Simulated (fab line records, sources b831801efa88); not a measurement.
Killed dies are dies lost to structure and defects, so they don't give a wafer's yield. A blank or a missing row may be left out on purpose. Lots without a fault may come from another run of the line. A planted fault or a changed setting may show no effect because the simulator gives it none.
Problem report in the 8D (eight disciplines) form, filled by code | flow gf180mcu | the parts of the form that need people (team, actions taken, sign-off) are left out

1. THE PROBLEM
chamber_pressure_pa at GF_V4_SPUTTER_21 reads a mean of 5.706 Pa on 1 wafer of 1 lot; wafers without a fault read 4.999 Pa with a standard deviation of 0.0096. That is +74 standard deviations from the usual mean.
The step: material Ti, target thk 15 nm, time 80.02 s.
First seen on wafer L995.1, day 30 08:38, on pvd_sputter-03. The record holds 39 wafers of 13 lots with a number at this step. Rule for "out", or "out of limits": more than 4 standard deviations from the usual mean. The other wafers with a number count as sound.

2. WHAT IT IS AND WHAT IT IS NOT
question                    | is                  | is not
which readings at this step | chamber_pressure_pa | -
which lots                  | L995                | L100, L977, L979, L981, L982, L983, L984, L986, L987, L990, L998, L999
which wafers of those lots  | L995.1              | L995.2, L995.3
read on which tools         | pvd_sputter-03      | pvd_sputter-02, pvd_sputter-04
when                        | from day 30 08:38   | up to then (29 sound wafers); but 9 sound wafers of L100, L998, L999 came after

3. SUSPECTS, AND WHAT RULES EACH OUT
Counting: a tool at a process step up to the reading stays a suspect if it ran every lot that is out. Sound lots after the first of them don't rule it out here, since some wafers of a struck lot are sound.
- pvd_sputter-04 at GF_M3_SPUTTER_01 (material TiN, target thk 30 nm, time 25 s): kept. It ran the lot that is out, L995 (day 26 22:23); its last sound lot up to then is L990 (day 25 02:50).
- pvd_sputter-01 at GF_M4_SPUTTER_01 (material TiN, target thk 30 nm, time 25 s): kept. It ran the lot that is out, L995 (day 28 17:00); its last sound lot up to then is L983 (day 24 22:16).
- pvd_sputter-03 at GF_V4_SPUTTER_21 (material Ti, target thk 15 nm, time 80.02 s): kept. It ran the lot that is out, L995 (day 30 08:38); its last sound lot up to then is L990 (day 28 16:58). Its own readings are out on those wafers: chamber_pressure_pa.
Left after counting: pvd_sputter-04 at GF_M3_SPUTTER_01, pvd_sputter-01 at GF_M4_SPUTTER_01, pvd_sputter-03 at GF_V4_SPUTTER_21.

4. THE CAUSE (what the simulator had put in)
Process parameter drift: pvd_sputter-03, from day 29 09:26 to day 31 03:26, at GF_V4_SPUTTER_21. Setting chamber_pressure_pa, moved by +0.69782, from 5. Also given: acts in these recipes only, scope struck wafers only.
Counting left 3 suspects, and this tool is among them.

5. THE CHAIN OF EFFECTS, in route order
Each row: a reading whose mean over the struck wafers that have a number lies more than 3 standard deviations from the usual. Only readings for which the record gives a usual standard deviation are gone through. hours: the time from each lot's start at the first step in this table that gives one to its start at this step, as a median over the lots. sigmas: the change in usual standard deviations.
hours | step                    | reading              | usual    | on struck wafers | change | sigmas
0     | GF_V4_SPUTTER_21        | chamber_pressure_pa  | 4.999 Pa | 5.706            | +0.707 | +74
0     | GF_V4_SPUTTER_21        | throttle_valve_pct   | 30.1 %   | 28.1             | -2.0   | -3.6
90    | GF_PASSIVATION_PROBE_99 | defect_limited_yield | 90.6 %   | 84.8             | -5.8   | -3.9
90    | GF_PASSIVATION_PROBE_99 | killed_at_M0_to_M3   | 21       | 42               | +21    | +4.1
90    | GF_PASSIVATION_PROBE_99 | killed_dies          | 46       | 75               | +29    | +3.9
90    | GF_PASSIVATION_PROBE_99 | killed_open          | 26       | 46               | +20    | +3.7
90    | GF_PASSIVATION_PROBE_99 | sort_bin_5_function  | 5.6 %    | 9.8              | +4.2   | +3.8
90    | GF_PASSIVATION_PROBE_99 | sort_n_pass          | 446      | 417              | -29    | -3.9
90    | GF_PASSIVATION_PROBE_99 | sort_yield_pct       | 90.6 %   | 84.8             | -5.8   | -3.9
The process steps in it:
- GF_V4_SPUTTER_21: material Ti, target thk 15 nm, time 80.02 s.
- GF_PASSIVATION_PROBE_99

6. WHAT WOULD HAVE CAUGHT IT SOONER
In this record the first reading out of limits was taken at day 30 08:38, 23 hours after the fault began at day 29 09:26.
